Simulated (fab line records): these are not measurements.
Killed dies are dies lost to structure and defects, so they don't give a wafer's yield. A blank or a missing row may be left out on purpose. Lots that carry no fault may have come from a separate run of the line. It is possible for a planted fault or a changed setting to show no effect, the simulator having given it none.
Split-lot study -- flow gf180mcu -- 5 lots, 23 wafers read, on a route of 602 steps

ABOUT THE SPLIT
At GF_MIM_SPUTTER_03 (material Ti, target thk 10 nm, time 6.7 s), the setting power_w was moved away from the recipe's 3000 W on 9 of the 23 wafers read, by -4.3% to +6.6%. For the rest of the wafers, this setting stayed at what the recipe calls for.

The split's own step is where the reading is taken.

THE READING
Ti_of_MIM_SPUTTER_03.thk_nm (the simulator's own value, which no gauge read), in nm, at GF_MIM_SPUTTER_03 (material Ti, target thk 10 nm, time 6.7 s). No usual value for it is given in the file. Here, 14 wafers ran the recipe; their average is 10.025 nm with a standard deviation of 0.15 nm.

wafer,"tool, chamber at the split","power_w as run, W",against the recipe,"Ti_of_MIM_SPUTTER_03.thk_nm, nm",against lot-mates on the recipe
L075.1,"pvd_sputter-03, -",3000,recipe,10,-
L075.4,"pvd_sputter-03, -",3000,recipe,10.05,-
L075.6,"pvd_sputter-03, -",3000,recipe,9.978,-
L077.1,"pvd_sputter-03, -",3000,recipe,10.12,-
L077.2,"pvd_sputter-03, -",3000,recipe,10.09,-
L077.3,"pvd_sputter-03, -",2870,-4.3%,9.73,-0.403
L077.5,"pvd_sputter-03, -",2870,-4.3%,9.668,-0.465
L077.6,"pvd_sputter-03, -",3000,recipe,10.19,-
L078.1,"pvd_sputter-03, -",3000,recipe,10.13,-
L078.2,"pvd_sputter-03, -",3000,recipe,10.09,-
L078.3,"pvd_sputter-03, -",3000,recipe,10.1,-
L078.4,"pvd_sputter-03, -",3142,+4.7%,10.57,+0.463
L078.6,"pvd_sputter-03, -",3142,+4.7%,10.45,+0.343
L079.1,"pvd_sputter-04, -",3000,recipe,9.931,-
L079.2,"pvd_sputter-04, -",3198,+6.6%,10.7,+0.633
L079.3,"pvd_sputter-04, -",3000,recipe,10.1,-
L079.4,"pvd_sputter-04, -",3000,recipe,10.17,-
L079.5,"pvd_sputter-04, -",3198,+6.6%,10.8,+0.733
L083.2,"pvd_sputter-03, -",2891,-3.6%,9.407,-0.297
L083.3,"pvd_sputter-03, -",3000,recipe,9.677,-
L083.4,"pvd_sputter-03, -",2891,-3.6%,9.464,-0.240
L083.5,"pvd_sputter-03, -",2891,-3.6%,9.565,-0.139
L083.6,"pvd_sputter-03, -",3000,recipe,9.731,-

FIT RESULTS
A straight line over all 23 wafers: Ti_of_MIM_SPUTTER_03.thk_nm changes by +0.11 nm for each +1% of power_w; r = +0.92; the points scatter about the line by 0.15 nm.
The same after taking each lot's own level away (the mean of its wafers on the recipe; 23 wafers): +0.0909 nm for each +1%; r = +0.97; scatter 0.074 nm.
Per that fit: largest power_w move, reading shift of 0.6 nm.
The lots' own levels span 9.7040 to 10.1333 nm, that is 2.9 times the standard deviation above.
So the lot-to-lot level changes the slope: the two fits differ.
Check: +0.609 nm against its lot-mates is what the line predicts for one of the wafers moved furthest among these (+6.6%) when that wafer is left out of the fit. It came out at +0.633 nm against them.

THESE WAFERS: OTHER SPLITS
These wafers also went through other splits before the reading. Each is held against what the fit with the lots' levels taken away leaves over:
other split on the same wafers,wafers away from the commonest value,r with Ti_of_MIM_SPUTTER_03.thk_nm (lot level and that fit taken away)
GF_M4_COAT_09 resist_thk_nm,8,-0.20
GF_V4_CVD_00 sih4_flow_sccm,5,-0.21
GF_V4_CMP_04 leave_above_ref_nm,4,-0.08
GF_V4_PEB_12 peb_temp_c,9,+0.00
GF_V4_SPUTTER_21 time_s,10,+0.09

THE FILE'S OWN FIT
Ti_of_MIM_SPUTTER_03.thk_nm changes by +0.0935 nm for each +1% of power_w, r = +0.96.
